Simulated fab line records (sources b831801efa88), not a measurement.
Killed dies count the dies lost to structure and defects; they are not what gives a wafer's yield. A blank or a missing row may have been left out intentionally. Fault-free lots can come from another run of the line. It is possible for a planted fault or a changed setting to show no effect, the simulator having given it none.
Which tool is to blame?	flow gf180mcu	Sampling: 6 lots, 18 wafers, 2 of 602 route steps

== WHAT EACH GAUGE READ, for each wafer ==
GF_MVSD_TW_MEAS_11.
lot	measured	on	MVSD_TW
L568	day 4 17:22	film-metro-02	1572 1572 1575
L570	day 5 04:51	film-metro-02	1575 1577 1577
L573	day 6 04:08	film-metro-04	1578 1574 1579
L579	day 7 07:08	film-metro-04	1513 1511 1515
L586	day 9 02:55	film-metro-01	1581 1592 1583
L590	day 10 00:17	film-metro-01	1594 1595 1588

== WHICH TOOL RAN EACH LOT (tool, then ch and the chambers of the sampled wafers, then the start) ==
lot	GF_MVSD_IMPLANT_09
L568	implanter-03 ch 0, day 4 17:07
L570	implanter-02 ch 0, day 5 04:36
L573	implanter-04 ch 0, day 6 03:54
L579	implanter-04 ch 0, day 7 06:53
L586	implanter-03 ch 0, day 9 02:41
L590	implanter-02 ch 0, day 10 00:02
- GF_MVSD_IMPLANT_09

== THE ANSWER, worked out from the rows above alone ==
Rule: the usual values come from the lots themselves. The widest of any qualifying gaps counts: lots, ordered by their means at a reading, are off when they make up no more than a third of the lots, leave a main group of 4 or more, and stand apart from it by 3 or more times the standard deviation of that group's means. A main group whose means are all the same, to the digits that the tables above print for the reading, isn't used. A lot without any number at a reading at which 4 lots or more have one is off too. Where the step has rows for the other lots, those lots are counted as sound.
Off: L579, seen at GF_MVSD_TW_MEAS_11 (MVSD_TW). The main group: mean 1581, standard deviation 7.1.
A tool fits if, at a process step before that reading, it ran every lot that is off, and no sound lot after the first of them. Those tools and the gauges at GF_MVSD_TW_MEAS_11 are tried in the same way. 2 tools fit, implanter-04 at GF_MVSD_IMPLANT_09 and film-metro-04 at GF_MVSD_TW_MEAS_11, so this cannot tell which one it is.

== WHAT THE SIMULATOR HAD INSERTED ==
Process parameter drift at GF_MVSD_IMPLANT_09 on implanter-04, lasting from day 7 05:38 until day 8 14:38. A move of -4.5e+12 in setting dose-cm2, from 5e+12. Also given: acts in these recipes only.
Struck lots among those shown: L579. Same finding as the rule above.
